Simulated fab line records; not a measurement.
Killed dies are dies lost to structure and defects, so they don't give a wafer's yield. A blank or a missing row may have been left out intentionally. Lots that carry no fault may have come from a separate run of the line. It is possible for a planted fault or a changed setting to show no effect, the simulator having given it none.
The tool behind it: which one? | flow gf180mcu | 72 wafers from 24 lots sampled at 5 of the route's 602 steps

WHAT THE GAUGES SHOWED, per wafer
GF_VT_IMPLANT_TW_MEAS_21. Usual: VT_IMPLANT_2_TW 1221, standard deviation 12.
lot  | measured     | on            | VT_IMPLANT_2_TW | flag
L074 | day 6 06:09  | film metro-04 | 1206 1206 1203  |
L075 | day 6 10:28  | film metro-01 | 1244 1245 1246  |
L076 | day 6 14:29  | film metro-04 | 1207 1219 1211  |
L077 | day 7 02:34  | film metro-03 | 1205 1206 1214  |
L078 | day 7 07:50  | film metro-04 | 1214 1216 1210  |
L079 | day 7 13:01  | film metro-03 | 1216 1208 1206  |
L080 | day 7 17:02  | film metro-04 | 1216 1223 1221  |
L081 | day 7 20:25  | film metro-01 | 1239 1234 1242  |
L082 | day 8 10:50  | film metro-03 | 1218 1212 1205  |
L083 | day 8 10:58  | film metro-03 | 1219 1215 1217  |
L084 | day 8 18:42  | film metro-03 | 1210 1214 1217  |
L085 | day 9 00:01  | film metro-04 | 1217 1215 1218  |
L086 | day 9 09:19  | film metro-01 | 1231 1235 1241  |
L087 | day 9 21:34  | film metro-04 | 1210 1209 1216  |
L088 | day 10 09:28 | film metro-01 | 1245 1234 1238  |
L089 | day 10 12:22 | film metro-04 | 1207 1219 1210  |
L090 | day 10 16:29 | film metro-01 | 1241 1233 1240  |
L091 | day 10 20:52 | film metro-01 | 1239 1230 1234  |
L092 | day 11 05:55 | film metro-04 | 1214 1206 1206  |
L093 | day 11 09:10 | film metro-04 | 1208 1213 1212  |
L094 | day 11 16:49 | film metro-01 | 1223 1227 1221  |
L095 | day 11 21:40 | film metro-03 | 1222 1224 1224  |
L096 | day 11 23:34 | film metro-03 | 1218 1230 1225  |
L097 | day 12 09:15 | film metro-03 | 1214 1206 1214  |

GF_SAB_CD_MEAS_09: target cd 420 nm. Usual: cd nm reads 419.3 nm (standard deviation 2.7).
lot  | measured     | on        | cd nm (nm)        | flag
L074 | day 14 21:28 | cd sem-02 | 417.9 420.1 418.8 |
L075 | day 15 06:14 | cd sem-01 | 421.3 418.6 418.6 |
L076 | day 15 12:41 | cd sem-02 | 421.4 423.1 423.9 |
L077 | day 16 07:19 | cd sem-01 | 424.4 423.0 421.3 |
L078 | day 16 14:44 | cd sem-02 | 423.6 422.9 421.6 |
L079 | day 17 00:32 | cd sem-01 | 418.6 417.1 416.1 |
L080 | day 17 05:40 | cd sem-01 | 417.1 415.3 416.2 |
L081 | day 17 08:47 | cd sem-02 | 415.6 416.7 416.7 |
L082 | day 18 06:04 | cd sem-01 | 425.3 427.6 425.4 |
L083 | day 18 06:49 | cd sem-01 | 418.7 418.8 421.7 |
L084 | day 18 16:02 | cd sem-01 | 418.1 418.2 416.5 |
L085 | day 19 00:17 | cd sem-01 | 421.9 420.3 418.9 |
L086 | day 19 11:59 | cd sem-02 | 419.8 419.8 420.5 |
L087 | day 20 00:22 | cd sem-02 | 420.5 420.1 420.8 |
L088 | day 20 18:49 | cd sem-01 | 423.9 421.6 423.9 |
L089 | day 20 23:04 | cd sem-01 | 414.7 416.6 416.9 |
L090 | day 21 03:17 | cd sem-01 | 417.2 419.5 419.9 |
L091 | day 21 12:24 | cd sem-01 | 419.4 418.7 417.4 |
L092 | day 21 23:17 | cd sem-02 | 417.9 416.7 417.2 |
L093 | day 22 00:47 | cd sem-02 | 415.0 416.0 416.0 |
L094 | day 22 09:46 | cd sem-01 | 414.9 417.0 417.3 |
L095 | day 22 16:16 | cd sem-02 | 418.7 417.8 415.5 |
L096 | day 22 20:56 | cd sem-02 | 419.0 417.0 417.1 |
L097 | day 23 06:19 | cd sem-01 | 421.7 419.6 420.5 |

GF_M5_OVL_MEAS_08. Usual: M5_OVL 4 nm, standard deviation 6.3.
lot  | measured     | on         | M5_OVL (nm) | flag
L074 | day 26 02:08 | overlay-02 | 1 -1 -1     |
L075 | day 26 09:11 | overlay-01 | 10 19 1     |
L076 | day 26 16:59 | overlay-02 | 6 6 -7      |
L077 | day 27 10:24 | overlay-01 | 0 3 9       |
L078 | day 27 16:53 | overlay-01 | 3 4 1       |
L079 | day 28 01:17 | overlay-01 | -1 1 10     |
L080 | day 28 06:43 | overlay-01 | 4 7 -2      |
L081 | day 28 07:26 | overlay-02 | 19 13 14    |
L082 | day 29 00:24 | overlay-01 | 16 13 -3    |
L083 | day 29 00:54 | overlay-01 | -8 -7 -3    |
L084 | day 29 08:17 | overlay-02 | 4 7 16      |
L085 | day 29 16:35 | overlay-01 | -4 -4 -4    |
L086 | day 30 01:45 | overlay-02 | 4 5 5       |
L087 | day 30 09:43 | overlay-01 | 14 2 6      |
L088 | day 31 01:32 | overlay-01 | 6 5 8       |
L089 | day 31 02:15 | overlay-01 | 11 18 8     |
L090 | day 31 07:08 | overlay-01 | 0 2 0       |
L091 | day 31 13:53 | overlay-02 | 5 3 -3      |
L092 | day 31 22:22 | overlay-01 | 0 6 7       |
L093 | day 32 00:20 | overlay-01 | -2 8 4      |
L094 | day 32 06:45 | overlay-02 | 0 1 5       |
L095 | day 32 11:08 | overlay-02 | 5 13 13     |
L096 | day 32 13:33 | overlay-02 | 2 11 6      |
L097 | day 32 19:18 | overlay-02 | -5 2 -5     |

GF_V5_OVL_MEAS_15. Usual: V5_OVL -3 nm, standard deviation 5.2.
lot  | measured     | on         | V5_OVL (nm) | flag
L074 | day 27 00:29 | overlay-01 | -1 -9 -4    |
L075 | day 27 07:27 | overlay-01 | -3 -4 -8    |
L076 | day 27 14:18 | overlay-02 | -7 -1 -3    |
L077 | day 28 07:48 | overlay-01 | -9 -1 -5    |
L078 | day 28 14:01 | overlay-02 | 0 3 5       |
L079 | day 28 22:09 | overlay-01 | -1 -4 -7    |
L080 | day 29 02:49 | overlay-02 | -7 0 -4     |
L081 | day 29 03:48 | overlay-01 | 2 -2 5      |
L082 | day 29 20:10 | overlay-02 | -8 -9 -9    |
L083 | day 29 20:42 | overlay-01 | -5 -13 -8   |
L084 | day 30 04:33 | overlay-01 | -7 -4 -6    |
L085 | day 30 12:21 | overlay-02 | -9 -11 -7   |
L086 | day 30 21:15 | overlay-01 | -2 -8 -6    |
L087 | day 31 05:51 | overlay-01 | -5 -3 -6    |
L088 | day 31 20:03 | overlay-02 | 2 -5 -3     |
L089 | day 31 21:21 | overlay-02 | -1 1 0      |
L090 | day 32 01:43 | overlay-01 | -6 -7 -8    |
L091 | day 32 08:08 | overlay-02 | 2 -8 -8     |
L092 | day 32 16:05 | overlay-01 | 0 4 2       |
L093 | day 32 17:18 | overlay-02 | -7 -6 -6    |
L094 | day 33 09:09 | overlay-02 | 13 3 9      |
L095 | day 33 09:39 | overlay-02 | -9 0 -11    |
L096 | day 33 09:30 | overlay-01 | 3 4 -2      |
L097 | day 33 13:06 | overlay-02 | -7 -3 7     |

WHAT TOOL EACH LOT RAN ON (gives the tool, then ch and the chambers of the sampled wafers, and finally the start)
lot  | GF_SAB_CVD_00
L074 | pecvd-02 ch 0,1, day 14 00:26
L075 | pecvd-03 ch 1,2, day 14 09:31
L076 | pecvd-03 ch 0,2, day 14 15:52
L077 | pecvd-03 ch 0,1, day 15 09:34
L078 | pecvd-02 ch 0,1, day 15 16:58
L079 | pecvd-02 ch 0,1,2, day 16 02:23
L080 | pecvd-03 ch 0,2, day 16 06:49
L081 | pecvd-04 ch 0,1, day 16 09:40
L082 | pecvd-02 ch 1,2, day 17 06:46
L083 | pecvd-04 ch 0,1, day 17 07:42
L084 | pecvd-03 ch 0,2, day 17 16:31
L085 | pecvd-03 ch 0,1,2, day 18 00:03
L086 | pecvd-03 ch 0,1,2, day 18 11:48
L087 | pecvd-03 ch 0,1, day 19 00:16
L088 | pecvd-03 ch 0,1,2, day 19 18:57
L089 | pecvd-02 ch 0,1,2, day 19 23:00
L090 | pecvd-02 ch 0,1,2, day 20 03:42
L091 | pecvd-03 ch 1,2, day 20 13:02
L092 | pecvd-02 ch 0,1,2, day 20 23:41
L093 | pecvd-02 ch 0,1,2, day 21 01:59
L094 | pecvd-03 ch 0,2, day 21 10:07
L095 | pecvd-02 ch 0,1, day 21 16:50
L096 | pecvd-04 ch 0,2, day 21 22:07
L097 | pecvd-03 ch 0,2, day 22 07:34
- GF_SAB_CVD_00: deposits SiO2 from TEOS, target thk 50 nm, time 4.9302 s.

AS READ BY THE TOOLS THEMSELVES (means over the sampled wafers that have a number; for cases with no such wafer, the mark the record gives instead)
GF_SAB_CVD_00. Usual: heater power w reads 649 W (standard deviation 100).
lot  | tool     | heater power w (W) | flag
L074 | pecvd-02 | 650                |
L075 | pecvd-03 | 711                |
L076 | pecvd-03 | 567                |
L077 | pecvd-03 | 629                |
L078 | pecvd-02 | 634                |
L079 | pecvd-02 | 619                |
L080 | pecvd-03 | 556                |
L081 | pecvd-04 | 690                |
L082 | pecvd-02 | 601                |
L083 | pecvd-04 | 655                |
L084 | pecvd-03 | 559                |
L085 | pecvd-03 | 635                |
L086 | pecvd-03 | 675                |
L087 | pecvd-03 | 599                |
L088 | pecvd-03 | 644                |
L089 | pecvd-02 | 685                |
L090 | pecvd-02 | 700                |
L091 | pecvd-03 | 694                |
L092 | pecvd-02 | 671                |
L093 | pecvd-02 | 674                |
L094 | pecvd-03 | 591                |
L095 | pecvd-02 | 674                |
L096 | pecvd-04 | 784                |
L097 | pecvd-03 | 598                |

THE ANSWER, worked out from the rows above alone
Rule: lot off if the mean of its wafers having a number is beyond 3 standard deviations from the usual mean. A lot without any number at a reading at which 4 lots or more have one is off too. Any other lot the step has rows for is counted as sound. After the gauges, taken in route order, come the tools' own readings; for these a lot's mean is taken, as printed above. The first step at which some lot is off is used, and at that step the reading that is off furthest; a lot without a number counts as furthest.
No lot is off at any reading shown: from this, nothing can be told.

WHAT THE SIMULATOR HAD INSERTED
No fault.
